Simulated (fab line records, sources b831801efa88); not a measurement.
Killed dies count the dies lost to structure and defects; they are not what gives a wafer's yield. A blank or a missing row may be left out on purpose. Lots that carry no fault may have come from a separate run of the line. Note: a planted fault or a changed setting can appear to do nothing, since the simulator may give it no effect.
A struck lot beside a sound one :: flow gf180mcu :: 14 steps out of a route of 602
Sound: wafers L329.1, L329.2, L329.4. Wafers struck: L337.1, L337.2, L337.4. The cause is named last.
Each step with rows lists, per side, the tool, then ch with its chambers, then its first start. Under that, the readings that differ: sound wafers :: struck wafers :: difference of the means :: sigmas: that difference in standard deviations of wafers without a fault.
alike: same words and numbers on both sides, and readings whose means sit less than 2 such deviations apart. not compared: any withheld reading, any reading some wafer has no value for, any bound like >300 that may hide the same value, and any number with overlapping values for which the record gives no deviation.
A row with sigmas, a row that says differs or no value, or rows on one side alone: a step with any of these is where the two part. Numbers that don't overlap but have no deviation are shown without sigmas and don't part them. A reading missing from all wafers of one side parts the sides only when that side holds two or more wafers.

GF_CONTACT_CMP_27: polishes, stops on SiO2, t overpolish 15 s, target thk 0 nm.
  sound on cmp-02 ch 0,1,3, day 18 01:44; struck on cmp-02 ch 0,1,2, day 21 05:11
  alike: motorCurrentA, overpolishRunS, retainingRingPressureFrac, timeToEndpointS
GF_M1_SPUTTER_00: material Ti, target thk 37.5 nm, time 150 s.
  sound on pvdSputter-02 at day 18 02:02; struck on pvdSputter-03 at day 21 05:29
  alike: throttleValvePct
GF_M1_SPUTTER_01: material TiN, target thk 30 nm, time 25 s.
  sound on pvdSputter-02 at day 18 02:08; struck on pvdSputter-03 at day 21 05:35
  alike: throttleValvePct
GF_M1_SPUTTER_02: material AlCu, target thk 450 nm, time 23.9 s.
  sound on pvdSputter-02 at day 18 02:10; struck on pvdSputter-03 at day 21 05:37
  alike: throttleValvePct
GF_M1_SPUTTER_03: material Ti, target thk 10 nm, time 6.7 s.
  sound on pvdSputter-02 at day 18 02:11; struck on pvdSputter-03 at day 21 05:38
  alike: throttleValvePct
then, 1 step without rows for these wafers: GF_M1_SPUTTER_04 (material TiN, target thk 50 nm, time 41.7 s).
GF_M1_RS_MEAS_05: the measuring method here is four-point-probe.
  sound on filmMetro-02 at day 18 02:15; struck on filmMetro-02 at day 21 05:42
  alike: M1_ALCU_RS
GF_M1_THK_MEAS_06: measures by xrf.
  sound on filmMetro-02 at day 18 02:22; struck on filmMetro-02 at day 21 05:49
  alike: M1_ALCU_THK
then, 4 steps without rows for these wafers: GF_M1_DEHYDRATE_07 (time 60 s); GF_M1_HMDS_08 (prime time 60 s); GF_M1_COAT_09 (resist thk 1000 nm); GF_M1_SOFTBAKE_10 (time 60 s).
GF_M1_EXPOSE_11: exposes mask Metal1, target cd 230 nm.
  sound on krfScanner-01 ch 0, day 18 14:09; struck on krfScanner-01, day 21 17:58
  no value came back on the struck wafers for exposureDoseMJCm2, focusOffsetNm (nm); on the sound wafers exposureDoseMJCm2 reads 27.92 27.89 27.96
  alike: mask
then, 1 step without rows for these wafers: GF_M1_PEB_12 (peb time 90 s).

## WHERE THEY PART
Within this record, at GF_M1_EXPOSE_11 only.

WHY: what had been put in by the simulator
Entire step skipped (krfScanner-01, GF_M1_EXPOSE_11), from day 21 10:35 onward. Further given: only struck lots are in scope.
